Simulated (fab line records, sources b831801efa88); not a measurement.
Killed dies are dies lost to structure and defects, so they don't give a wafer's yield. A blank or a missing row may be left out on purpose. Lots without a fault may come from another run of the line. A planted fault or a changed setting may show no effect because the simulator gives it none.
Which tool did it? | flow sky130 | 12 lots, 36 wafers sampled, at 5 steps of a route of 708

WHAT THE GAUGES READ, wafer by wafer
SKY_VT_ADJUST_LVTN_OVL_MEAS_07. Usual: VT_ADJUST_LVTN_OVL 0.0 nm, standard deviation 1.6.
lot  | measured     | on         | VT_ADJUST_LVTN_OVL (nm) | flag
L684 | day 6 23:15  | overlay-01 | 1.6 1.7 2.0             |
L687 | day 7 15:47  | overlay-02 | 1.4 1.3 -0.9            |
L690 | day 8 09:41  | overlay-01 | 1.4 2.1 1.5             |
L695 | day 10 00:15 | overlay-01 | 0.2 0.1 0.0             |
L697 | day 10 15:23 | overlay-01 | 2.2 1.2 1.4             |
L698 | day 10 16:54 | overlay-01 | -1.3 -1.0 -0.4          |
L700 | day 11 15:42 | overlay-01 | 0.2 -1.5 0.9            |
L703 | day 12 05:56 | overlay-02 | -1.1 -0.4 -1.4          |
L704 | day 12 06:11 | overlay-01 | -1.0 -1.5 -2.1          |
L705 | day 12 14:59 | overlay-02 | -0.3 -0.5 0.9           |
L706 | day 13 00:24 | overlay-01 | 1.9 1.9 1.6             |
L707 | day 13 03:44 | overlay-02 | 1.1 0.8 1.6             |

SKY_VT_ADJUST_HVTR_TW_MEAS_11. Usual: VT_ADJUST_HVTR_TW 211.4, standard deviation 0.95.
lot  | measured     | on            | VT_ADJUST_HVTR_TW | flag
L684 | day 9 14:19  | film_metro-02 | 209.9 211.8 211.7 |
L687 | day 10 08:42 | film_metro-04 | 210.3 210.2 211.5 |
L690 | day 11 04:55 | film_metro-03 | 210.9 209.6 210.7 |
L695 | day 12 23:49 | film_metro-04 | 187.2 188.1 187.5 | OFF
L697 | day 13 17:07 | film_metro-03 | 187.7 187.4 187.5 | OFF
L698 | day 13 19:08 | film_metro-02 | 209.7 211.3 210.6 |
L700 | day 14 20:08 | film_metro-02 | 211.2 210.9 210.2 |
L703 | day 15 11:41 | film_metro-04 | 209.6 211.2 209.9 |
L704 | day 15 13:56 | film_metro-04 | 209.9 210.5 210.0 |
L705 | day 15 22:15 | film_metro-03 | 211.0 211.4 212.2 |
L706 | day 16 08:41 | film_metro-02 | 211.0 213.5 211.5 |
L707 | day 16 12:38 | film_metro-02 | 212.7 211.1 211.8 |

WHICH TOOL RAN EACH LOT (tool, then ch and the chambers of the sampled wafers, then the start)
lot  | SKY_VT_ADJUST_HVTP_STRIP_10          | SKY_VT_ADJUST_LVTN_STRIP_09          | SKY_VT_ADJUST_HVTR_IMPLANT_09
L684 | plasma_asher-02 ch 0,1, day 6 04:36  | plasma_asher-04 ch 0, day 6 23:26    | implanter-02 ch 0, day 9 14:05
L687 | plasma_asher-02 ch 0, day 6 19:34    | plasma_asher-03 ch 0,1, day 7 15:58  | implanter-04 ch 0, day 10 08:28
L690 | plasma_asher-02 ch 0,1, day 7 13:33  | plasma_asher-03 ch 0,1, day 8 09:52  | implanter-02 ch 0, day 11 04:40
L695 | plasma_asher-04 ch 0,1, day 9 02:34  | plasma_asher-04 ch 0,1, day 10 00:26 | implanter-02 ch 0, day 12 23:34
L697 | plasma_asher-01 ch 0,1, day 9 17:04  | plasma_asher-04 ch 0,1, day 10 15:34 | implanter-02 ch 0, day 13 16:53
L698 | plasma_asher-01 ch 0,1, day 9 18:18  | plasma_asher-04 ch 0,1, day 10 17:05 | implanter-01 ch 0, day 13 18:53
L700 | plasma_asher-02 ch 0,1, day 10 16:05 | plasma_asher-01 ch 1, day 11 15:53   | implanter-04 ch 0, day 14 19:53
L703 | plasma_asher-02 ch 0,1, day 11 06:30 | plasma_asher-01 ch 0, day 12 06:07   | implanter-04 ch 0, day 15 11:26
L704 | plasma_asher-01 ch 0,1, day 11 06:34 | plasma_asher-04 ch 0,1, day 12 06:22 | implanter-04 ch 0, day 15 13:32
L705 | plasma_asher-01 ch 0,1, day 11 15:23 | plasma_asher-03 ch 0,1, day 12 15:12 | implanter-04 ch 0, day 15 22:02
L706 | plasma_asher-04 ch 0,1, day 11 23:44 | plasma_asher-01 ch 0,1, day 13 00:35 | implanter-04 ch 0, day 16 08:28
L707 | plasma_asher-01 ch 0,1, day 12 02:37 | plasma_asher-04 ch 0,1, day 13 03:55 | implanter-04 ch 0, day 16 12:23
- SKY_VT_ADJUST_HVTP_STRIP_10: strips in O2/N2.
- SKY_VT_ADJUST_LVTN_STRIP_09: strips in O2/N2.
- SKY_VT_ADJUST_HVTR_IMPLANT_09

WHAT THE TOOLS THEMSELVES READ (means of the sampled wafers that have a number; where no wafer has one, the mark that the record gives instead)
SKY_VT_ADJUST_HVTP_STRIP_10. Usual: drypump_motor_current_A 5.8 A, standard deviation 0.56; oes_product_au 0.715 a.u., standard deviation 0.004; strip_time_to_endpoint_s 14.17 s, standard deviation 0.04.
lot  | tool            | drypump_motor_current_A (A) | oes_product_au (a.u.) | strip_time_to_endpoint_s (s) | flag
L684 | plasma_asher-02 | 5.7                         | 0.713                 | 14.13                        |
L687 | plasma_asher-02 | 6.3                         | 0.713                 | 14.15                        |
L690 | plasma_asher-02 | 5.7                         | 0.716                 | 14.17                        |
L695 | plasma_asher-04 | 5.6                         | 0.719                 | 14.17                        |
L697 | plasma_asher-01 | 5.5                         | 0.714                 | 14.20                        |
L698 | plasma_asher-01 | 5.9                         | 0.714                 | 14.18                        |
L700 | plasma_asher-02 | 5.7                         | 0.716                 | 14.28                        |
L703 | plasma_asher-02 | 6.0                         | 0.715                 | 14.15                        |
L704 | plasma_asher-01 | 5.5                         | 0.717                 | 14.24                        |
L705 | plasma_asher-01 | 5.5                         | 0.720                 | 14.11                        |
L706 | plasma_asher-04 | 5.6                         | 0.715                 | 14.16                        |
L707 | plasma_asher-01 | 5.9                         | 0.718                 | 14.20                        |

SKY_VT_ADJUST_LVTN_STRIP_09. Usual: drypump_motor_current_A 5.6 A, standard deviation 0.51; oes_product_au 0.723 a.u., standard deviation 0.0046; strip_time_to_endpoint_s 36.93 s, standard deviation 0.095.
lot  | tool            | drypump_motor_current_A (A) | oes_product_au (a.u.) | strip_time_to_endpoint_s (s) | flag
L684 | plasma_asher-04 | 5.9                         | 0.729                 | 36.94                        |
L687 | plasma_asher-03 | 5.7                         | 0.721                 | 36.86                        |
L690 | plasma_asher-03 | 5.8                         | 0.723                 | 36.91                        |
L695 | plasma_asher-04 | 5.3                         | 0.720                 | 36.94                        |
L697 | plasma_asher-04 | 5.6                         | 0.726                 | 37.04                        |
L698 | plasma_asher-04 | 5.3                         | 0.721                 | 37.08                        |
L700 | plasma_asher-01 | 5.0                         | 0.720                 | 36.93                        |
L703 | plasma_asher-01 | 6.4                         | 0.720                 | 36.89                        |
L704 | plasma_asher-04 | 5.2                         | 0.725                 | 36.97                        |
L705 | plasma_asher-03 | 5.8                         | 0.724                 | 36.88                        |
L706 | plasma_asher-01 | 5.9                         | 0.726                 | 36.80                        |
L707 | plasma_asher-04 | 5.6                         | 0.723                 | 36.74                        |

SKY_VT_ADJUST_HVTR_IMPLANT_09. Usual: dose_ions_cm2 2.1002e+12, standard deviation 2.2e+09; faraday_current_uA 11.85, standard deviation 0.22.
lot  | tool         | dose_ions_cm2 | faraday_current_uA | flag
L684 | implanter-02 | 2.0996e+12    | 11.80              |
L687 | implanter-04 | 2.0978e+12    | 11.82              |
L690 | implanter-02 | 2.0986e+12    | 11.82              |
L695 | implanter-02 | 1.3724e+12    | 7.58               | OFF
L697 | implanter-02 | 1.3712e+12    | 7.86               | OFF
L698 | implanter-01 | 2.1004e+12    | 11.92              |
L700 | implanter-04 | 2.1011e+12    | 11.81              |
L703 | implanter-04 | 2.1016e+12    | 11.78              |
L704 | implanter-04 | 2.1001e+12    | 11.89              |
L705 | implanter-04 | 2.1016e+12    | 11.79              |
L706 | implanter-04 | 2.0997e+12    | 12.01              |
L707 | implanter-04 | 2.0965e+12    | 11.53              |

THE ANSWER, worked out from the rows above alone
Rule: a lot is off if the mean of its wafers that have a number lies more than 3 standard deviations from the usual mean. A lot without any number at a reading at which 4 lots or more have one is off too. The other lots that the step has rows for count as sound. The gauges are gone through in route order, then the tools' own readings, and for those a lot's mean is taken as printed above. The first step at which some lot is off is used, and at that step the reading that is off furthest; a lot without a number counts as furthest.
Off: L695, L697, at SKY_VT_ADJUST_HVTR_TW_MEAS_11 (VT_ADJUST_HVTR_TW).
A tool fits if, at a process step before that reading, it ran every lot that is off, and no sound lot after the first of them. The gauges at SKY_VT_ADJUST_HVTR_TW_MEAS_11 aren't tried: what is off there is off at SKY_VT_ADJUST_HVTR_IMPLANT_09 too, on other tools, and a gauge's error can't cause that. One fits: implanter-02 at SKY_VT_ADJUST_HVTR_IMPLANT_09. Its last sound lot is L690 (day 11 04:40), its first lot that is off L695 (day 12 23:34): a fault that began between those two fits.
The tool's own readings at SKY_VT_ADJUST_HVTR_IMPLANT_09 bear it out: on the lots that are off they differ by more than 5 times the standard deviation of the sound lots' means. dose_ions_cm2 reads 1.3718e+12 there against 2.0997e+12 on the sound lots; faraday_current_uA reads 7.72 there against 11.82 on the sound lots.

WHAT THE SIMULATOR HAD PUT IN
Process parameter drift: implanter-02, from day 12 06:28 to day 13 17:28, at SKY_VT_ADJUST_HVTR_IMPLANT_09. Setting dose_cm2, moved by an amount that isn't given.
Lots struck among those shown: L695, L697. The rule above found the same.
